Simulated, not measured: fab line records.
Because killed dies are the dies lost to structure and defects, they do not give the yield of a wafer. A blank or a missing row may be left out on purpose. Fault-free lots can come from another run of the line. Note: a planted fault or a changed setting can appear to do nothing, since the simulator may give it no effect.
2 desks, one fault | flow gf180mcu | every desk sees just its own numbers, and what lay behind them comes last

== METROLOGY DESK ==
Lot by lot, what the gauges showed, no matter which tool ran the lot: averages of those sampled wafers that carry a number. If a lot's mean is further than 4 standard deviations from the usual mean, the lot is out of limits and carries the mark OUT (the distance appears in the brackets).
Columns: A = V5_BOW at GF_V5_BOW_MEAS_05, usual 131 um; B = cd_nm at GF_V5_CD_MEAS_14, usual 259.8 nm
lot  | first seen here | A   | B
L867 | day 26 04:17    | 112 | 260.3
L868 | day 26 16:02    | 137 | 259.4
L869 | day 27 01:31    | 130 | 260.5
L870 | day 27 04:25    | 122 | 261.4
L871 | day 27 11:53    | 135 | 259.6
L872 | day 27 19:10    | 134 | 259.8
L875 | day 28 20:32    | 128 | 260.3
L879 | day 30 08:10    | 130 | 261.6
L880 | day 30 17:02    | 132 | 258.3
L885 | day 31 19:46    | 134 | 258.4
L887 | day 32 05:11    | 136 | 260.1
L889 | day 32 18:08    | 138 | 259.7
L890 | day 32 23:52    | 139 | 260.4
This desk's verdict: no lot among the 13 shows anything out of limits.

== FOR THE TOOL OWNER'S DESK: pvd_sputter-04 ==
The tool's own readings at GF_TOP_METAL_SPUTTER_03 (material Ti, target thk 5 nm, time 3.3 s): means of the sampled wafers that have a number, for each lot that ran on this tool. If a lot's mean is further than 4 standard deviations from the usual mean, the lot is out of limits and carries the mark OUT (the distance appears in the brackets).
Columns: A = cathode_dc_power_W at GF_TOP_METAL_SPUTTER_03, usual 3000.0 W; B = throttle_valve_pct at GF_TOP_METAL_SPUTTER_03, usual 29.7 %
lot  | first seen here | A                | B
L867 | day 27 02:23    | 3000.0           | 28.8
L868 | day 27 14:04    | 3000.3           | 29.8
L870 | day 28 02:00    | 3000.2           | 29.2
L879 | day 31 03:58    | 3043.4 (+79) OUT | 28.8
This desk's finding: out of limits on L879; first on L879, day 31 03:58 (cathode_dc_power_W at GF_TOP_METAL_SPUTTER_03). L867, L868, L870 stayed within limits.

== TAKEN TOGETHER ==
The tool owner's desk could have raised an alarm at day 31 03:58, on L879.
Nothing out of limits was seen by the metrology desk.
The metrology desk has L879 on record, within its limits.
GF_TOP_METAL_SPUTTER_03 was run on pvd_sputter-04 by each of the lots named.

== WHAT THE SIMULATOR PUT IN ==
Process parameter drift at GF_TOP_METAL_SPUTTER_03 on pvd_sputter-04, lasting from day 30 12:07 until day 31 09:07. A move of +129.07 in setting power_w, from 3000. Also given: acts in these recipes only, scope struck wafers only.
Struck lots among those shown: L879.
Time in hours from fault onset to the first out-of-limits reading at each desk: the tool owner's desk, 16.
